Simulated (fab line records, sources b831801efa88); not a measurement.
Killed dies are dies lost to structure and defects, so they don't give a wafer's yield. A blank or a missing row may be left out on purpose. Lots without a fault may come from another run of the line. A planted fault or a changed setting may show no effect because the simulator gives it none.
Which tool did it? | flow sky130 | 13 lots, 39 wafers sampled, at 2 steps of a route of 708

WHAT THE GAUGES READ, wafer by wafer
SKY_METAL3_OVL_MEAS_14.
lot  | measured     | on         | METAL3_OVL (nm)
L668 | day 38 22:58 | overlay-02 | 7 8 3
L670 | day 39 05:30 | overlay-01 | 3 1 1
L671 | day 40 03:27 | overlay-02 | -2 5 1
L674 | day 40 23:56 | overlay-02 | 0 -2 2
L675 | day 41 07:52 | overlay-01 | 4 3 13
L676 | day 41 11:17 | overlay-01 | -5 0 0
L677 | day 41 18:34 | overlay-01 | 0 6 1
L682 | day 43 00:14 | overlay-01 | -4 -3 -2
L684 | day 43 13:37 | overlay-02 | 1 -5 1
L685 | day 44 00:23 | overlay-02 | 15 13 10
L688 | day 44 16:15 | overlay-02 | -2 2 -6
L689 | day 44 18:53 | overlay-01 | 5 8 9
L690 | day 45 00:35 | overlay-01 | -1 -3 2

SKY_VIA3_BOW_MEAS_03.
lot  | measured     | on            | VIA3_BOW (um)
L668 | day 39 00:32 | film_metro-04 | 79 78 71
L670 | day 39 07:20 | film_metro-02 | 74 81 76
L671 | day 40 04:56 | film_metro-03 | 65 72 76
L674 | day 41 01:25 | film_metro-02 | 69 77 82
L675 | day 41 09:22 | film_metro-04 | 83 79 73
L676 | day 41 12:55 | film_metro-03 | 81 73 71
L677 | day 41 20:13 | film_metro-04 | 78 83 69
L682 | day 43 01:52 | film_metro-04 | 77 76 88
L684 | day 43 15:19 | film_metro-03 | 85 86 82
L685 | day 44 02:20 | film_metro-04 | 72 71 72
L688 | day 44 17:46 | film_metro-02 | 87 94 78
L689 | day 44 20:39 | film_metro-04 | 70 69 74
L690 | day 45 02:20 | film_metro-03 | 78 70 68

WHICH TOOL RAN EACH LOT (tool, then ch and the chambers of the sampled wafers, then the start)
The record holds no process step before these readings.

WHAT THE TOOLS THEMSELVES READ (means of the sampled wafers that have a number; where no wafer has one, the mark that the record gives instead)
The record holds no such reading with a usual standard deviation.

THE ANSWER, worked out from the rows above alone
Rule: what is usual is taken from the lots themselves. Put in order of their means at a reading, lots are off if they are a third of the lots or fewer, leave a main group of 4 or more, and stand apart from it by a gap of 3 or more times the standard deviation of the main group's means; of several such gaps the widest counts. A main group whose means are all the same, to the digits that the tables above print for the reading, isn't used. A lot without any number at a reading at which 4 lots or more have one is off too. The other lots that the step has rows for count as sound. The gauges are gone through in route order, then the tools' own readings, and for those a lot's mean is taken as printed above. The first step at which some lot is off is used, and at that step the reading that is off furthest; a lot without a number counts as furthest.
No lot is off at any reading shown: from this, nothing can be told.

WHAT THE SIMULATOR HAD PUT IN
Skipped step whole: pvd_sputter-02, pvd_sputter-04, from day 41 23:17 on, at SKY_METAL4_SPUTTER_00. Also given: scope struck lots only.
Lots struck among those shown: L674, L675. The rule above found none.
